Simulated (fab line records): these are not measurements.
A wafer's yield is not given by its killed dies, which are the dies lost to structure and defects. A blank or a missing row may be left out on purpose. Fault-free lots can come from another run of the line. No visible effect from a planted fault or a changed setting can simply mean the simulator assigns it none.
Problem report, 8D (eight disciplines) form, completed by code    flow sky130    the parts of the form that need people (team, actions taken, sign-off) are left out

## 1. PROBLEM STATEMENT
headPressurePsi at SKY_CONTACT_CMP_04 reads a mean of 2.601 psi on 6 wafers of 2 lots; wafers without a fault read 3.999 psi with a standard deviation of 0.0081. That is -99 or more standard deviations from the usual mean.
The step: polishes SiO2.
Seen first at day 35 06:16 on cmp-01, wafer L717.3. The record holds 33 wafers of 11 lots with a number at this step. By rule, "out" or "out of limits" means more than 4 standard deviations away from the usual mean. The other wafers with a number count as sound.

## 2. WHAT IT IS, AND WHAT IT ISN'T
question                     is                                is not
which readings at this step  headPressurePsi, timeToEndpointS  slurryFilterDpKPa
which lots                   L717, L719                        L704, L706, L708, L709, L710, L714, L720, L721, L725
which wafers of those lots   all that have a number            -
read on which tools          cmp-01                            cmp-02
when                         from day 35 06:16                 up to then (18 sound wafers); but 9 sound wafers of L720, L721, L725 came after

## 3. THE SUSPECTS, EACH WITH WHAT RULES IT OUT
Counting: a tool at any process step up to the reading remains a suspect when it ran all the lots that are out and ran no sound lot after the first of those.
- cmp-01 at SKY_CONTACT_CMP_04 (polishes SiO2): kept. Every lot that is out went through it, starting with L717 (day 35 06:16), and after that it ran no sound lot; the last sound lot it ran before then is L710 (day 32 19:59). Its own readings are out on those wafers: headPressurePsi, timeToEndpointS.
Remaining after the count: cmp-01 at SKY_CONTACT_CMP_04.

## 4. THE CAUSE (what the simulator had put in)
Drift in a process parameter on cmp-01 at SKY_CONTACT_CMP_04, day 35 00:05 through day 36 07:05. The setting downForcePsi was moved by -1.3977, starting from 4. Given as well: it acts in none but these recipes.
This tool alone remained once counting was done.

## 5. THE CHAIN OF EFFECTS, in route order
Each row: a reading where the mean over the struck wafers with a number is more than 3 standard deviations away from the usual. Scope: only readings with a usual standard deviation given in the record; hours: median across lots of the time from each lot's start at the first step in this table that gives one to its start at this step; sigmas: change in usual standard deviations.
hours  step                 reading          usual       on struck wafers  change  sigmas
0      SKY_CONTACT_CMP_04   headPressurePsi  3.999 psi   2.601             -1.398  -99 or more
0      SKY_CONTACT_CMP_04   timeToEndpointS  84 s        110               +26     +5.6
27     SKY_CONTACT_ETCH_17  oesProductAu     0.892 a.u.  0.945             +0.053  +11
The process steps in it:
- SKY_CONTACT_CMP_04: polishes SiO2.
- SKY_CONTACT_ETCH_17: etches SiO2 in C4F8/O2/Ar, stops on Si3N4, target depth 340 nm.
Later steps that measure or inspect, where all struck wafers having a row at the step show a number for every such reading and not one has moved that far: SKY_CONTACT_BOW_MEAS_05.

## 6. HOW IT WOULD HAVE BEEN CAUGHT EARLIER
In this record no reading fell out of limits until day 35 06:16, 6 hours after the fault had begun at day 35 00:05.
